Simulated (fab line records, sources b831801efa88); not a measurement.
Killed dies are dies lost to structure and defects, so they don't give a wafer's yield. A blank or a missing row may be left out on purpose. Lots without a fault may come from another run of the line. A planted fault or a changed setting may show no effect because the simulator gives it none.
fab line records | flow gf180mcu | part 2 of 2: steps 24 to 31 of 31
record lots=5 wafers=15 last_day=33
route steps=602 shown MVPSD@85 VT_IMPLANT@90
lots that met no fault: from a run of the same line without faults
start_h: hours from the record's first day to the start of the lot's first wafer shown | wait_h: hours since the lot's step before | " the same as in the row above | L1.1+2: a row that stands for several wafers | - no value, or no start given | * or withheld: withheld | < > ~ a bound
route shown NAME@n: a module of which the file shows steps, and the number in the route of the first | usual: mean/standard deviation of fault-free wafers | same: alike in all rows | chamber/n: place in a boat | sites: the reading at each site | _std_site: their standard deviation | _edge_site: outer sites' mean less inner sites' | radius_mm: how far each site lies from the wafer's centre | mask NAME#n: copy n | behind: the tool/chamber that last shaped the wafer | hold: why the lot was held/for how many hours/how that ended | device: the transistor (n, p or np) that didn't switch | end of line: the same wafers' tests at the end of the route | a step without rows: its recipe alone | killed: dies lost to structure and defects at the first sort, not the wafer's yield | map: a wafer's dies, x killed, . not, _ none there
set.NAME: the setting as run; set.NAME@STEP: as run at that earlier step | model.NAME: the simulator's own value behind a step, which no gauge read
lots at some steps of the route; a table a step, a row a wafer
services: from which hour (start_h, from the record's first day; less than 0 if before it) a tool's chamber was out of use, for how many hours, and why
## steps
# step GF_VT_IMPLANT_OVL_MEAS_18
# usual VT_IMPLANT_01_OVL=0.2/1.4
# columns lot.wafer tool chamber start_h wait_h VT_IMPLANT_01_OVL[nm]
L074.1 overlay-02 - 126.64 0.1 -2.7
L074.3 " - " " 0.6
L074.4 " - " " -2.2
L077.1 overlay-01 - 143.52 0.1 -0.1
L077.3 " - " " -0.8
L077.4 " - " " 0.7
L083.3 overlay-01 - 183.23 0.1 1.9
L083.4 " - " " 1.1
L083.5 " - " " 1.8
L088.2 overlay-01 - 213.00 0.1 -2.1
L088.4 " - " " -3.0
L088.6 " - " " -1.7
L094.1 overlay-01 - 253.99 0.1 0.2
L094.3 " - " " -1.3
L094.6 " - " " -0.8
# step GF_VT_IMPLANT_IMPLANT_19
# recipe species=As energy_kev=100 dose_cm2=4.35e+12 tilt_deg=7
# usual end_station_pressure_torr=5.05e-06/2.6e-07
# same implant_ion_amu=75
# columns lot.wafer tool chamber start_h wait_h end_station_pressure_torr
L074.1 implanter-02 0 126.68 0.0 5.1e-06
L074.3 " 0 " " 5.17e-06
L074.4 " 0 " " 4.48e-06
L077.1 implanter-01 0 143.56 0.0 5.16e-06
L077.3 " 0 " " 5.07e-06
L077.4 " 0 " " 4.83e-06
L083.3 implanter-01 0 183.31 0.1 4.98e-06
L083.4 " 0 " " 4.83e-06
L083.5 " 0 " " 4.78e-06
L088.2 implanter-01 0 213.05 0.0 5.1e-06
L088.4 " 0 " " 5.22e-06
L088.6 " 0 " " 4.97e-06
L094.1 implanter-01 0 254.03 0.0 5.36e-06
L094.3 " 0 " " 4.64e-06
L094.6 " 0 " " 5.23e-06
# step GF_VT_IMPLANT_STRIP_20
# recipe chemistry=O2/N2 power_w=1400 pressure_mtorr=1500 platen_temp_c=250 o2_flow_sccm=3000 n2_flow_sccm=300 overash_fraction=0.5
# usual drypump_motor_current_A=5.86/0.22 heater_power_w=331/13 oes_product_au=0.716/0.0047 platen_temp_c=250.03/0.16 strip_time_to_endpoint_s=12.62/0.04
# columns lot.wafer tool chamber start_h wait_h drypump_motor_current_A heater_power_w oes_product_au platen_temp_c rf_hours_counter_h strip_time_to_endpoint_s
L074.1 plasma_asher-03 1 126.83 0.1 6.12 339 0.709 249.89 47 12.67
L074.3 " 0 " " 5.83 319 0.714 249.99 - 12.64
L074.4 " 1 " " 6.14 340 0.723 250.22 - 12.68
L077.1 plasma_asher-04 0 143.71 0.1 5.72 317 0.716 250.12 50 12.64
L077.3 " 0 " " 5.70 316 0.722 250.09 - 12.62
L077.4 " 1 " " 5.60 339 0.721 249.70 - 12.64
L083.3 plasma_asher-03 1 183.44 0.1 6.16 338 0.716 249.86 - 12.59
L083.4 " 0 " " 5.85 321 0.717 250.08 - 12.61
L083.5 " 0 " " 5.82 324 0.711 250.13 - 12.60
L088.2 plasma_asher-03 0 213.18 0.1 5.82 325 0.720 249.86 56 12.68
L088.4 " 1 " " 6.14 341 0.713 250.00 - 12.69
L088.6 " 1 " " 6.16 336 0.729 249.85 - 12.67
L094.1 plasma_asher-04 0 254.18 0.1 5.70 320 0.713 249.94 60 12.58
L094.3 " 1 " " 5.58 346 0.716 250.22 - 12.61
L094.6 " 1 " " 5.59 350 0.713 250.08 - 12.60
# step GF_VT_IMPLANT_TW_MEAS_21
# usual VT_IMPLANT_2_TW=1218/8.8
# columns lot.wafer tool chamber start_h wait_h VT_IMPLANT_2_TW
L074.1 film_metro-01 - 126.93 0.1 1206
L074.3 " - " " 1208
L074.4 " - " " 1207
L077.1 film_metro-04 - 143.81 0.1 1213
L077.3 " - " " 1214
L077.4 " - " " 1222
L083.3 film_metro-02 - 183.53 0.1 1219
L083.4 " - " " 1223
L083.5 " - " " 1221
L088.2 film_metro-04 - 213.29 0.1 1226
L088.4 " - " " 1224
L088.6 " - " " 1220
L094.1 film_metro-04 - 254.28 0.1 1220
L094.3 " - " " 1214
L094.6 " - " " 1212
# step GF_VT_IMPLANT_DEHYDRATE_22
# recipe temp_c=200 time_s=60
# usual chill_plate_temp_C=23.02/0.11 heater_power_total_W=160.39/0.13
# columns lot.wafer tool chamber start_h wait_h chill_plate_temp_C heater_power_total_W
L074.1 litho_track-01 0 133.82 6.9 23.04 160.56
L074.3 " 0 " " 23.05 160.24
L074.4 " 0 " " 23.01 160.61
L077.1 litho_track-01 0 150.42 6.6 22.80 160.60
L077.3 " 0 " " 22.97 160.41
L077.4 " 0 " " 22.93 160.38
L083.3 litho_track-02 0 191.59 8.1 23.15 160.52
L083.4 " 0 " " 23.23 160.38
L083.5 " 0 " " 23.04 160.29
L088.2 litho_track-04 0 221.52 8.2 23.03 160.34
L088.4 " 0 " " 22.98 160.61
L088.6 " 0 " " 22.96 160.61
L094.1 litho_track-04 0 262.64 8.4 22.90 160.30
L094.3 " 0 " " 23.03 160.29
L094.6 " 0 " " 23.03 160.52
# step GF_VT_IMPLANT_HMDS_23
# recipe prime_time_s=60 prime_temp_c=120
# usual chill_plate_temp_C=23.00/0.1
# columns lot.wafer tool chamber start_h wait_h chill_plate_temp_C
L074.1 litho_track-01 0 133.97 0.1 23.02
L074.3 " 0 " " 23.21
L074.4 " 0 " " 22.99
L077.1 litho_track-01 0 150.57 0.1 23.02
L077.3 " 0 " " 23.06
L077.4 " 0 " " 23.06
L083.3 litho_track-02 0 191.74 0.1 22.92
L083.4 " 0 " " 23.07
L083.5 " 0 " " 22.91
L088.2 litho_track-04 0 221.67 0.1 22.98
L088.4 " 0 " " 23.13
L088.6 " 0 " " 22.97
L094.1 litho_track-04 0 262.79 0.1 22.92
L094.3 " 0 " " 23.03
L094.6 " 0 " " 23.13
# step GF_VT_IMPLANT_COAT_24
# recipe resist=NOVOLAK spin_rpm=3000 resist_thk_nm=1000
# usual chill_plate_temp_C=22.99/0.1
# columns lot.wafer tool chamber start_h wait_h chill_plate_temp_C
L074.1 litho_track-01 0 134.12 0.1 22.93
L074.3 " 0 " " 23.12
L074.4 " 0 " " 23.00
L077.1 litho_track-01 0 150.72 0.1 22.84
L077.3 " 0 " " 22.78
L077.4 " 0 " " 22.90
L083.3 litho_track-02 0 191.89 0.1 23.09
L083.4 " 0 " " 23.06
L083.5 " 0 " " 23.02
L088.2 litho_track-04 0 221.82 0.1 23.09
L088.4 " 0 " " 23.00
L088.6 " 0 " " 22.95
L094.1 litho_track-04 0 262.94 0.1 23.03
L094.3 " 0 " " 23.18
L094.6 " 0 " " 22.98
# step GF_VT_IMPLANT_SOFTBAKE_25
# recipe temp_c=90 time_s=60 resist=NOVOLAK
# usual chill_plate_temp_C=22.99/0.091 heater_power_total_W=56.59/0.041
# columns lot.wafer tool chamber start_h wait_h chill_plate_temp_C heater_power_total_W
L074.1 litho_track-01 0 134.27 0.1 22.83 56.67
L074.3 " 0 " " 23.10 56.60
L074.4 " 0 " " 22.88 56.62
L077.1 litho_track-01 0 150.87 0.1 23.05 56.63
L077.3 " 0 " " 23.06 56.59
L077.4 " 0 " " 22.96 56.47
L083.3 litho_track-02 0 192.04 0.1 23.00 56.62
L083.4 " 0 " " 23.19 56.58
L083.5 " 0 " " 22.96 56.59
L088.2 litho_track-04 0 221.97 0.1 22.87 56.55
L088.4 " 0 " " 22.96 56.60
L088.6 " 0 " " 23.08 56.58
L094.1 litho_track-04 0 263.09 0.1 22.90 56.54
L094.3 " 0 " " 23.15 56.55
L094.6 " 0 " " 22.93 56.58
## services
# columns tool chamber start_h hours kind
implanter-02 - 75.03 4.3 repair
plasma_asher-02 - 83.67 0.7 repair
iline_stepper-02 - 94.08 2.1 pm
iline_stepper-02 - 96.17 - consumable_replace:lamp
iline_stepper-02 - 97.91 0.8 pm
plasma_asher-01 - 108.75 9.0 pm
plasma_asher-01 - 109.99 6.4 repair
implanter-02 - 114.71 1.2 repair
implanter-04 - 120.99 2.8 pm
iline_stepper-01 - 150.84 1.7 pm
iline_stepper-02 - 156.95 - calibration
implanter-02 - 180.13 4.5 repair
plasma_asher-04 - 187.94 2.8 repair
plasma_asher-02 - 200.67 6.0 repair
iline_stepper-02 - 206.18 1.7 pm
implanter-02 - 207.89 2.3 repair
plasma_asher-02 - 216.60 14.6 pm
iline_stepper-01 - 217.74 7.4 repair
iline_stepper-02 0 229.39 - calibration
iline_stepper-01 0 231.73 - calibration
implanter-02 - 253.87 3.5 pm
implanter-01 - 256.28 2.3 repair
plasma_asher-02 - 259.07 4.0 pm
litho_track-02 - 262.82 - consumable_replace:filter
